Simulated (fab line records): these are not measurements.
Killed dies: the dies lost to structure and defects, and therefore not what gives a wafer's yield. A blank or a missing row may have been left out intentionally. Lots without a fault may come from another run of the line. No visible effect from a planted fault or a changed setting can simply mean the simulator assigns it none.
Matching of chambers | flow gf180mcu | 3 sister chambers for GF_V4_CVD_02 on pecvd-04
The step deposits SiO2 from TEOS, target thk 850 nm, time 94.851 s. 14 wafers are shown with their chamber, then 7 later ones without.

WAFERS PAIRED WITH THEIR CHAMBERS
wafer  | chamber | heater power w (W)
L586.1 | 1       | 527
L586.3 | 0       | 686
L586.4 | 2       | 597
L589.4 | 0       | 550
L589.5 | 1       | 653
L589.6 | 2       | 736
L593.3 | 0       | 644
L593.5 | 2       | 728
L593.6 | 0       | 679
L603.3 | 0       | 591
L603.4 | 0       | 653
L603.6 | 1       | 500
L604.2 | 1       | 567
L604.4 | 0       | 548

SIGNATURES (averages over the wafers above)
reading        | chamber 0 | chamber 1 | chamber 2 | scatter within a chamber
heater power w | 621.57    | 561.75    | 687.00    | 64.6
Rule: a wafer lies at a distance from a chamber equal to the root of the sum of squares, over the readings, of (its reading less the chamber's mean, divided by the reading's scatter). If the next closest chamber is less than 2 further off than the closest, the wafer can't be placed; otherwise it belongs to the closest. How the scatter is found: for the shown wafers, subtract from each reading the mean of its chamber, square and add these, divide the total by (wafers less chambers), then take the root.

WAFERS MISSING THEIR CHAMBER
wafer  | heater power w (W)
L604.5 | 715
L605.2 | 632
L605.3 | 662
L605.4 | 611
L606.2 | 638
L606.5 | 671
L606.6 | 778

CHAMBER TAKEN BY EACH
wafer  | from the rows above          | in truth
L604.5 | can't be placed: 2 or 0 or 1 | 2
L605.2 | can't be placed: 0 or 2 or 1 | 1
L605.3 | can't be placed: 2 or 0 or 1 | 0
L605.4 | can't be placed: 0 or 1 or 2 | 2
L606.2 | can't be placed: 0 or 2 or 1 | 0
L606.5 | can't be placed: 2 or 0 or 1 | 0
L606.6 | can't be placed: 2 or 0 or 1 | 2
0 of 7 placed correctly. Unplaceable from these rows: 7, with the true chamber sitting among the candidates in 7. Placed wrongly: 0.
